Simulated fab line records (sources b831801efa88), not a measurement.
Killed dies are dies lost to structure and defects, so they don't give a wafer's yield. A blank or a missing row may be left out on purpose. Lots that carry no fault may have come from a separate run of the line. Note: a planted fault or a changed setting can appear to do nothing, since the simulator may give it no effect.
What tool caused it?    flow gf180mcu    Sampling: 12 lots, 36 wafers, 5 of 602 route steps

WHAT EACH GAUGE READ, for each wafer
GF_V5_THK_MEAS_01. Usual: V5_CVD_00_THK gives 299 nm (standard deviation 3.2).
lot   measured      on            V5_CVD_00_THK (nm)  flag
L347  day 26 10:30  filmMetro-04  300 301 303         
L348  day 26 14:30  filmMetro-02  301 296 302         
L349  day 26 22:44  filmMetro-02  300 304 298         
L350  day 27 10:23  filmMetro-02  298 300 299         
L351  day 27 16:50  filmMetro-04  298 299 298         
L352  day 27 22:35  filmMetro-04  301 303 299         
L355  day 28 21:23  filmMetro-04  293 298 293         
L359  day 30 02:07  filmMetro-04  301 302 299         
L363  day 31 03:03  filmMetro-04  299 297 296         
L364  day 31 14:10  filmMetro-02  301 306 301         
L368  day 32 10:02  filmMetro-01  305 305 302         
L369  day 32 12:42  filmMetro-04  299 300 299         

GF_V5_CD_MEAS_14: the cd target is 260 nm. Usual: 260.2 nm for cdNm, sd 1.1.
lot   measured      on        cdNm (nm)          flag
L347  day 27 07:05  cdSem-02  260.6 261.3 260.2  
L348  day 27 11:00  cdSem-02  261.0 261.2 261.6  
L349  day 27 19:28  cdSem-01  260.9 261.4 260.9  
L350  day 28 06:17  cdSem-02  297.2 296.2 296.6  OFF
L351  day 28 13:46  cdSem-02  259.4 259.9 260.4  
L352  day 28 18:30  cdSem-02  259.1 257.9 260.3  
L355  day 29 16:21  cdSem-01  290.1 290.2 290.0  OFF
L359  day 30 20:22  cdSem-02  259.1 259.3 259.1  
L363  day 31 20:59  cdSem-01  259.9 260.1 259.8  
L364  day 32 07:15  cdSem-01  260.1 260.0 259.7  
L368  day 33 02:35  cdSem-02  260.4 263.0 263.6  
L369  day 33 05:34  cdSem-02  260.6 261.4 262.7  

EACH LOT AND THE TOOL THAT RAN IT (in order: tool; ch and the chambers of the sampled wafers; start)
lot   GF_MIM_SPUTTER_08            GF_V5_CVD_02                     GF_V5_EXPOSE_11
L347  pvdSputter-02, day 24 14:24  pecvd-01 ch 1,2, day 26 10:34    krfScanner-02 ch 0, day 26 21:15
L348  pvdSputter-02, day 24 18:48  pecvd-04 ch 0,2, day 26 14:34    krfScanner-01 ch 0, day 27 01:25
L349  pvdSputter-03, day 25 04:01  pecvd-04 ch 0,1, day 26 22:48    krfScanner-01 ch 0, day 27 09:53
L350  pvdSputter-03, day 25 14:53  pecvd-03 ch 0,1, day 27 10:26    krfScanner-01 ch 0, day 27 21:00
L351  pvdSputter-03, day 25 22:11  pecvd-03 ch 1,2, day 27 16:53    krfScanner-02 ch 0, day 28 04:00
L352  pvdSputter-04, day 26 05:30  pecvd-03 ch 0,2, day 27 22:39    krfScanner-02 ch 0, day 28 09:15
L355  pvdSputter-03, day 27 04:45  pecvd-03 ch 0,1, day 28 21:27    krfScanner-01 ch 0, day 29 07:36
L359  pvdSputter-02, day 28 11:04  pecvd-03 ch 0,1,2, day 30 02:12  krfScanner-02 ch 0, day 30 11:47
L363  pvdSputter-04, day 29 12:41  pecvd-01 ch 0,1,2, day 31 03:08  krfScanner-02 ch 0, day 31 12:35
L364  pvdSputter-04, day 30 01:26  pecvd-01 ch 0,2, day 31 14:14    krfScanner-02 ch 0, day 31 23:12
L368  pvdSputter-04, day 30 22:44  pecvd-04 ch 0,1,2, day 32 10:06  krfScanner-02 ch 0, day 32 18:32
L369  pvdSputter-04, day 31 01:23  pecvd-03 ch 0,1,2, day 32 12:45  krfScanner-02 ch 0, day 32 22:01
- GF_MIM_SPUTTER_08: material AlCu, target thk 200 nm, time 10.6 s.
- GF_V5_CVD_02: deposits SiO2 from TEOS, target thk 1450 nm, time 163.28 s.
- GF_V5_EXPOSE_11: exposes mask Via5, target cd 260 nm.

WHAT THE TOOLS THEMSELVES READ (means of the sampled wafers that have a number; where no wafer has one, the mark that the record gives instead)
GF_MIM_SPUTTER_08. Usual: 29.9 % for throttleValvePct, sd 1.
lot   tool           throttleValvePct (%)  flag
L347  pvdSputter-02  30.2                  
L348  pvdSputter-02  29.6                  
L349  pvdSputter-03  29.9                  
L350  pvdSputter-03  30.0                  
L351  pvdSputter-03  30.8                  
L352  pvdSputter-04  29.6                  
L355  pvdSputter-03  29.3                  
L359  pvdSputter-02  29.8                  
L363  pvdSputter-04  29.6                  
L364  pvdSputter-04  30.2                  
L368  pvdSputter-04  29.9                  
L369  pvdSputter-04  29.8                  

GF_V5_CVD_02. Usual: heaterPowerW 647 W, standard deviation 99; rfFwdPowerW 609.8 W, standard deviation 1.9.
lot   tool      heaterPowerW (W)  rfFwdPowerW (W)  flag
L347  pecvd-01  657               607.8            
L348  pecvd-04  683               609.0            
L349  pecvd-04  570               610.8            
L350  pecvd-03  730               609.0            
L351  pecvd-03  689               609.8            
L352  pecvd-03  638               609.3            
L355  pecvd-03  779               608.5            
L359  pecvd-03  670               610.2            
L363  pecvd-01  593               610.2            
L364  pecvd-01  655               608.7            
L368  pecvd-04  580               609.6            
L369  pecvd-03  694               611.1            

GF_V5_EXPOSE_11. Usual: 38.00 for exposureDoseMJCm2, sd 0.037.
lot   tool           exposureDoseMJCm2  flag
L347  krfScanner-02  38.00              
L348  krfScanner-01  38.01              
L349  krfScanner-01  38.01              
L350  krfScanner-01  48.45              OFF
L351  krfScanner-02  38.00              
L352  krfScanner-02  38.12              OFF
L355  krfScanner-01  46.36              OFF
L359  krfScanner-02  37.97              
L363  krfScanner-02  38.03              
L364  krfScanner-02  38.01              
L368  krfScanner-02  38.01              
L369  krfScanner-02  37.93              

THE ANSWER, worked out from the rows above alone
Rule: take the mean of a lot's wafers that have a number; if it is more than 3 standard deviations from the usual mean, the lot is off. Also off: a lot with no number at a reading for which 4 or more lots have one. The other lots that the step has rows for count as sound. Order of review: gauges by route order, followed by the tools' own readings, for which a lot's mean as printed above is used. The first step at which some lot is off is used, and at that step the reading that is off furthest; a lot without a number counts as furthest.
Off at GF_V5_CD_MEAS_14 (cdNm): L350, L355.
If a tool, at a process step before that reading, ran all the lots that are off and no sound lot after the first of them, it fits. The gauges at GF_V5_CD_MEAS_14 aren't tried: what is off there is off at GF_V5_EXPOSE_11 too, on other tools, and a gauge's error can't cause that. One fits: GF_V5_EXPOSE_11 on krfScanner-01. Its last sound lot is L349 (day 27 09:53), its first lot that is off L350 (day 27 21:00): a fault that began between those two fits.
On the lots that are off, the tool's own readings at GF_V5_EXPOSE_11 differ by more than 5 times the standard deviation of the sound lots' means, which bears it out; exposureDoseMJCm2 reads 47.41 there versus 38.01 on the sound lots.

WHAT HAD BEEN PUT IN BY THE SIMULATOR
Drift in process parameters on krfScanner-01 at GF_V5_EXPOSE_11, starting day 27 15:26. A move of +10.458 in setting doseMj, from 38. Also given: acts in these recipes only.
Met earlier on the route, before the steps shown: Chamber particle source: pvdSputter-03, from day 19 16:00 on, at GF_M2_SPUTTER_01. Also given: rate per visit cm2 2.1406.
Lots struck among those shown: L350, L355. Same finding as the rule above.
